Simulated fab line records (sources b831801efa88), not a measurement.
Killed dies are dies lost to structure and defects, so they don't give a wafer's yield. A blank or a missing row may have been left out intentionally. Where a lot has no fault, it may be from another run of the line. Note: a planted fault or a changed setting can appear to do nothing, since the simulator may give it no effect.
Chamber matching :: flow sky130 :: SKY_VIA2_ETCH_15 on rieDiel-04: 4 sister chambers
The step etches SiO2 in C4F8/O2/Ar, stops on TiN, target depth 546 nm, time 84 s. 16 wafers are shown with their chamber, then 8 later ones without.

WAFERS PAIRED WITH THEIR CHAMBERS
wafer: L076.1
chamber: 1
oesProductAu (a.u.): 0.940

wafer: L076.2
chamber: 0
oesProductAu (a.u.): 0.934

wafer: L076.4
chamber: 2
oesProductAu (a.u.): 0.943

wafer: L077.2
chamber: 2
oesProductAu (a.u.): 0.944

wafer: L077.3
chamber: 3
oesProductAu (a.u.): 0.945

wafer: L077.6
chamber: 1
oesProductAu (a.u.): 0.941

wafer: L084.2
chamber: 0
oesProductAu (a.u.): 0.937

wafer: L084.4
chamber: 1
oesProductAu (a.u.): 0.941

wafer: L084.6
chamber: 0
oesProductAu (a.u.): 0.939

wafer: L090.2
chamber: 2
oesProductAu (a.u.): 0.944

wafer: L090.4
chamber: 0
oesProductAu (a.u.): 0.935

wafer: L090.6
chamber: 3
oesProductAu (a.u.): 0.941

wafer: L091.1
chamber: 2
oesProductAu (a.u.): 0.937

wafer: L091.3
chamber: 0
oesProductAu (a.u.): 0.945

wafer: L091.5
chamber: 2
oesProductAu (a.u.): 0.936

wafer: L093.4
chamber: 2
oesProductAu (a.u.): 0.938

SIGNATURES (means of the wafers above)
reading: oesProductAu
chamber 0: 0.93800
chamber 1: 0.94067
chamber 2: 0.94033
chamber 3: 0.94300
scatter within a chamber: 0.00358
Rule: for each reading, subtract the chamber's mean from the wafer's reading, divide by that reading's scatter and square the result; add these up over the readings and take the root, which gives the wafer's distance from the chamber. If the next closest chamber is less than 2 further off than the closest, the wafer can't be placed; otherwise it belongs to the closest. The scatter is the square root of a quotient: the sum, over the shown wafers, of each reading's squared deviation from its chamber's mean, divided by wafers minus chambers.

WAFERS WITH NO CHAMBER GIVEN
wafer: L093.5
oesProductAu (a.u.): 0.946

wafer: L093.6
oesProductAu (a.u.): 0.948

wafer: L094.3
oesProductAu (a.u.): 0.943

wafer: L094.4
oesProductAu (a.u.): 0.932

wafer: L094.5
oesProductAu (a.u.): 0.935

wafer: L096.4
oesProductAu (a.u.): 0.935

wafer: L096.5
oesProductAu (a.u.): 0.941

wafer: L096.6
oesProductAu (a.u.): 0.936

WHICH CHAMBER EACH ONE RAN IN
wafer: L093.5
from the rows above: can't be placed: 3 or 1 or 2 or 0
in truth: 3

wafer: L093.6
from the rows above: can't be placed: 3 or 1 or 2 or 0
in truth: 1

wafer: L094.3
from the rows above: can't be placed: 3 or 1 or 2 or 0
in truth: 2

wafer: L094.4
from the rows above: can't be placed: 0 or 2 or 1 or 3
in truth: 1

wafer: L094.5
from the rows above: can't be placed: 0 or 2 or 1 or 3
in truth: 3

wafer: L096.4
from the rows above: can't be placed: 0 or 2 or 1 or 3
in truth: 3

wafer: L096.5
from the rows above: can't be placed: 1 or 2 or 3 or 0
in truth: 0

wafer: L096.6
from the rows above: can't be placed: 0 or 2 or 1 or 3
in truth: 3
Correct placement for 0 of the 8. Not placeable from these rows: 8 (in 8, the candidates include the true chamber). 0 placed wrongly.
